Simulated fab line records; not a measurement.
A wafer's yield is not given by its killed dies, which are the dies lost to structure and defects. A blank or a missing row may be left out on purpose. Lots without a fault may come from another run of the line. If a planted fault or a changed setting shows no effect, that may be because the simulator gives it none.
Split-lot study	flow sky130	on a route of 708 steps: 5 lots, 23 wafers read

== THE SPLIT ITSELF ==
At SKY_CONTACT_CVD_24 (deposits W, target thk 340 nm, time 102.12 s), the setting pressure torr was moved away from the recipe's 40 Torr on 15 of the 23 wafers read, by -9.0% to +12.1%. For the rest of the wafers, this setting stayed at what the recipe calls for.

Split to reading: the file shows no intervening step.

== THE READING ==
CONTACT_W_RS (ohm/sq), read at SKY_CONTACT_RS_MEAS_25 with a four-point probe. Fault-free wafers of this fab line usually give 0.338 ohm/sq, standard deviation 0.0037 ohm/sq.

wafer	tool, chamber at the split	pressure torr as run, Torr	against the recipe	CONTACT_W_RS, ohm/sq	against lot-mates on the recipe
L074.1	cvd w-01, 0	44.51	+11.3%	0.320	no lot-mate on the recipe
L074.2	cvd w-01, 1	44.51	+11.3%	0.319	no lot-mate on the recipe
L074.3	cvd w-01, 1	44.51	+11.3%	0.318	no lot-mate on the recipe
L074.4	cvd w-01, 0	44.51	+11.3%	0.321	no lot-mate on the recipe
L074.6	cvd w-01, 0	44.51	+11.3%	0.320	no lot-mate on the recipe
L077.1	cvd w-01, 0	40	recipe	0.344	-
L077.2	cvd w-01, 1	40	recipe	0.336	-
L077.4	cvd w-01, 0	40	recipe	0.345	-
L077.5	cvd w-01, 0	40	recipe	0.342	-
L077.6	cvd w-01, 1	40	recipe	0.340	-
L081.1	cvd w-01, 1	36.4	-9.0%	0.346	no lot-mate on the recipe
L081.2	cvd w-01, 0	36.4	-9.0%	0.353	no lot-mate on the recipe
L081.3	cvd w-01, 0	36.4	-9.0%	0.352	no lot-mate on the recipe
L081.4	cvd w-01, 1,0	36.4	-9.0%	0.350	no lot-mate on the recipe
L081.5	cvd w-01, 1,0	36.4	-9.0%	0.351	no lot-mate on the recipe
L084.2	cvd w-01, 0	44.82	+12.1%	0.322	no lot-mate on the recipe
L084.3	cvd w-01, 0	44.82	+12.1%	0.324	no lot-mate on the recipe
L084.4	cvd w-01, 1	44.82	+12.1%	0.314	no lot-mate on the recipe
L084.5	cvd w-01, 0	44.82	+12.1%	0.320	no lot-mate on the recipe
L084.6	cvd w-01, 1	44.82	+12.1%	0.319	no lot-mate on the recipe
L085.1	cvd w-02, 1	40	recipe	0.337	-
L085.3	cvd w-02, 1	40	recipe	0.342	-
L085.6	cvd w-02, 1	40	recipe	0.338	-
Where a row lists several chambers, the file gives one row for several wafers and doesn't say which wafer went through which chamber.

FIT RESULTS
A straight line over all 23 wafers: CONTACT_W_RS changes by -0.00154 ohm/sq for each +1% of pressure torr; r = -0.97; the points scatter about the line by 0.0033 ohm/sq.
Too few moved wafers with a lot-mate on the recipe to fit a line net of each lot's own level.

== THE WHOLE CHAIN: every reading that the file lists as answering this split, in the file's order ==
step	what it does	reading	change (the file's fit)	r (the file's)
SKY_CONTACT_CVD_24	deposits W, target thk 340 nm, time 102.12 s	W_of_CONTACT_CVD_24.thk nm (the simulator's own value, which no gauge read)	+1.55 nm for each +1% of the setting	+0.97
SKY_CONTACT_RS_MEAS_25	measures by four-point-probe	CONTACT_W_RS	-0.00154 for each +1% of the setting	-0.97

== THE FILE'S OWN FIT ==
CONTACT_W_RS changes by -0.00154 ohm/sq for each +1% of pressure torr, r = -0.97.
